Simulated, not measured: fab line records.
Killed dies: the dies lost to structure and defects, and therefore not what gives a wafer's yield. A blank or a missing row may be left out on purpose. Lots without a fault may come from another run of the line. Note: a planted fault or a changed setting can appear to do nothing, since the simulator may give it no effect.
A lot that was struck, set against a sound lot    flow sfqLine    15 steps out of a route of 325
Sound: the wafers L590.2, L590.3, L590.6. Struck: wafer L604.4 (L604.1, L604.2, from the same lot, were not struck and are left out); the cause is given at the end.
Per side, at each step with rows, come the tool, then ch with its chambers, and then its first start. Under that, the readings that differ: sound wafers    struck wafers    difference of the means    sigmas: that difference in standard deviations of wafers without a fault.
alike: same words and numbers on both sides, and readings whose means sit less than 2 such deviations apart. not compared: any withheld reading, any reading some wafer has no value for, any bound like >300 that may hide the same value, and any number with overlapping values for which the record gives no deviation.
A row with sigmas, a row that says differs or no value, or rows on one side alone: a step with any of these is where the two part. Non-overlapping numbers with no deviation appear without sigmas and do not part them. A reading missing from all wafers of one side parts the sides only when that side holds two or more wafers.

SFQ_TRILAYER_I7_VIA_STRIP_STRIP_191: strips in O2.
  sound on rieMetal-03 ch 0, day 81 02:40; struck on rieMetal-01 ch 1, day 85 13:32
reading                   sound              struck  difference  sigmas
drypumpMotorCurrentA (A)  6.4 6.4 6.5        5.6     -0.8        -3
oesProductAu (a.u.)       0.972 0.987 0.994  1.012   +0.028      +3
  alike: heBacksideLeakSccm
  not compared: rfHoursCounterH
then, 8 steps without rows for these wafers: SFQ_TRILAYER_I7_VIA_STRIP_SOLV_CLEAN_192 (cleans in NMP, time 600 s); SFQ_TRILAYER_M8_LITHO_LOR_COAT_197; SFQ_TRILAYER_M8_LITHO_LOR_BAKE_198; SFQ_TRILAYER_M8_LITHO_COAT_193 (resist thk 600 nm); SFQ_TRILAYER_M8_LITHO_SOFTBAKE_199; SFQ_TRILAYER_M8_LITHO_EXPOSE_194 (exposes mask M8, target cd 2000 nm); SFQ_TRILAYER_M8_LITHO_PEB_196 (peb time 60 s); SFQ_TRILAYER_M8_LITHO_DEVELOP_195 (img clear 15 s, time 55 s).
SFQ_M8_OVL_MEAS_948:
  struck on overlay-02, day 85 18:08; sound on overlay-02, day 81 07:20
  alike: M8_OVL
then, 2 steps without rows for these wafers: SFQ_TRILAYER_M8_DEP_EVAP_197 (material Ti, target thk 20 nm, time 100 s); SFQ_TRILAYER_M8_DEP_EVAP_198 (material Pt, target thk 50 nm, time 250 s).
SFQ_TRILAYER_M8_DEP_EVAP_196: material Au, target thk 180 nm, time 900 s.
  struck on pvdSputter-01, day 85 18:24; sound on pvdSputter-01, day 81 07:35
reading                                          sound              struck  difference  sigmas
model.Au_of_TRILAYER_M8_DEP_EVAP_196.thkNm (nm)  181.6 183.2 181.7  216.6   +34.4       
SFQ_M8_RS_MEAS_949: measurement is done with a four-point probe.
  struck on filmMetro-02, day 85 19:12; sound on filmMetro-01, day 81 08:07
reading            sound                 struck  difference  sigmas
M8_AU_RS (ohm/sq)  0.1523 0.1509 0.1523  0.1272  -0.0246     -12
  not compared: hold
SFQ_M8_THK_MEAS_950: measures by xrf.
  struck on filmMetro-02, day 85 23:20; sound on filmMetro-01, day 81 08:14
reading         sound              struck  difference  sigmas
M8_AU_THK (nm)  182.2 183.7 182.3  217.0   +34.3       +14
  not compared: hold

## WHERE THEY PART
Earliest at SFQ_TRILAYER_I7_VIA_STRIP_STRIP_191; latest, in this record, at SFQ_M8_THK_MEAS_950.

WHY: what the simulator had put in
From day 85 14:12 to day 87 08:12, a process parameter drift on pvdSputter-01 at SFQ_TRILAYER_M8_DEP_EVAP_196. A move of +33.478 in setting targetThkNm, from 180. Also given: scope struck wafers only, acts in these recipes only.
